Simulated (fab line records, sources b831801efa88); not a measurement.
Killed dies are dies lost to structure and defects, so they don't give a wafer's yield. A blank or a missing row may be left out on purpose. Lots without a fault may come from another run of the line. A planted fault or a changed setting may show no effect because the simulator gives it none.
Which tool did it? | flow gf180mcu | 11 lots, 33 wafers sampled, at 4 steps of a route of 602

WHAT THE GAUGES READ, wafer by wafer
GF_PSD_TW_MEAS_11.
lot  | measured     | on            | PSD_TW
L631 | day 14 11:07 | film_metro-02 | 3216 3210 3233
L632 | day 15 00:44 | film_metro-02 | 3241 3249 3254
L633 | day 15 05:20 | film_metro-02 | 3272 3242 3252
L636 | day 16 02:57 | film_metro-02 | 3230 3215 3201
L641 | day 18 05:18 | film_metro-02 | 30 30 30 30 30 30
L647 | day 20 05:56 | film_metro-04 | 3244 3249 3261
L648 | day 20 13:44 | film_metro-01 | 3251 3242 3247
L649 | day 20 21:00 | film_metro-02 | 3243 3238 3246
L650 | day 21 08:56 | film_metro-02 | 3230 3212 3225
L651 | day 21 13:02 | film_metro-01 | 3255 3243 3233
L652 | day 21 21:28 | film_metro-02 | 3243 3212 3238

WHICH TOOL RAN EACH LOT (tool, then ch and the chambers of the sampled wafers, then the start)
lot  | GF_HV_LDD_STRIP_37                   | GF_NSD_STRIP_11                      | GF_PSD_STRIP_10
L631 | plasma_asher-04 ch 0,1, day 11 19:48 | plasma_asher-01 ch 0,1, day 13 14:26 | plasma_asher-03 ch 0,1, day 14 11:00
L632 | plasma_asher-04 ch 0,1, day 12 07:53 | plasma_asher-01 ch 0,1, day 14 03:38 | plasma_asher-03 ch 0,1, day 15 00:38
L633 | plasma_asher-02 ch 0,1, day 12 11:48 | plasma_asher-02 ch 0,1, day 14 07:37 | plasma_asher-04 ch 0,1, day 15 05:14
L636 | plasma_asher-01 ch 0,1, day 13 08:31 | plasma_asher-02 ch 0,1, day 15 05:04 | plasma_asher-04 ch 0,1, day 16 02:51
L641 | plasma_asher-02 ch 0,1, day 15 05:40 | plasma_asher-02 ch 0,1, day 17 05:25 | plasma_asher-03 ch 0,1, day 18 05:12
L647 | plasma_asher-01 ch 0,1, day 17 01:44 | plasma_asher-03 ch 0,1, day 19 05:08 | plasma_asher-03 ch 0,1, day 20 05:50
L648 | plasma_asher-01 ch 0,1, day 17 09:58 | plasma_asher-02 ch 0,1, day 19 13:35 | plasma_asher-03 ch 0,1, day 20 13:38
L649 | plasma_asher-02 ch 0, day 17 16:54   | plasma_asher-03 ch 0,1, day 19 20:31 | plasma_asher-01 ch 0, day 20 20:54
L650 | plasma_asher-01 ch 0,1, day 18 04:04 | plasma_asher-03 ch 1, day 20 08:12   | plasma_asher-03 ch 0,1, day 21 08:50
L651 | plasma_asher-01 ch 0,1, day 18 09:00 | plasma_asher-01 ch 0,1, day 20 12:46 | plasma_asher-01 ch 0,1, day 21 12:56
L652 | plasma_asher-04 ch 1, day 18 17:01   | plasma_asher-03 ch 0,1, day 20 21:22 | plasma_asher-03 ch 0,1, day 21 21:21
- GF_HV_LDD_STRIP_37: strips in O2/N2.
- GF_NSD_STRIP_11: strips in O2/N2.
- GF_PSD_STRIP_10: strips in O2/N2.

THE ANSWER, worked out from the rows above alone
Rule: what is usual is taken from the lots themselves. Put in order of their means at a reading, lots are off if they are a third of the lots or fewer, leave a main group of 4 or more, and stand apart from it by a gap of 3 or more times the standard deviation of the main group's means; of several such gaps the widest counts. A main group whose means are all the same, to the digits that the tables above print for the reading, isn't used. A lot without any number at a reading at which 4 lots or more have one is off too. The other lots that the step has rows for count as sound.
Off: L641, at GF_PSD_TW_MEAS_11 (PSD_TW). The main group: mean 3238, standard deviation 14.
A tool fits if, at a process step before that reading, it ran every lot that is off, and no sound lot after the first of them. The gauges at GF_PSD_TW_MEAS_11 are tried like those tools. None of those tried fits.

WHAT THE SIMULATOR HAD PUT IN
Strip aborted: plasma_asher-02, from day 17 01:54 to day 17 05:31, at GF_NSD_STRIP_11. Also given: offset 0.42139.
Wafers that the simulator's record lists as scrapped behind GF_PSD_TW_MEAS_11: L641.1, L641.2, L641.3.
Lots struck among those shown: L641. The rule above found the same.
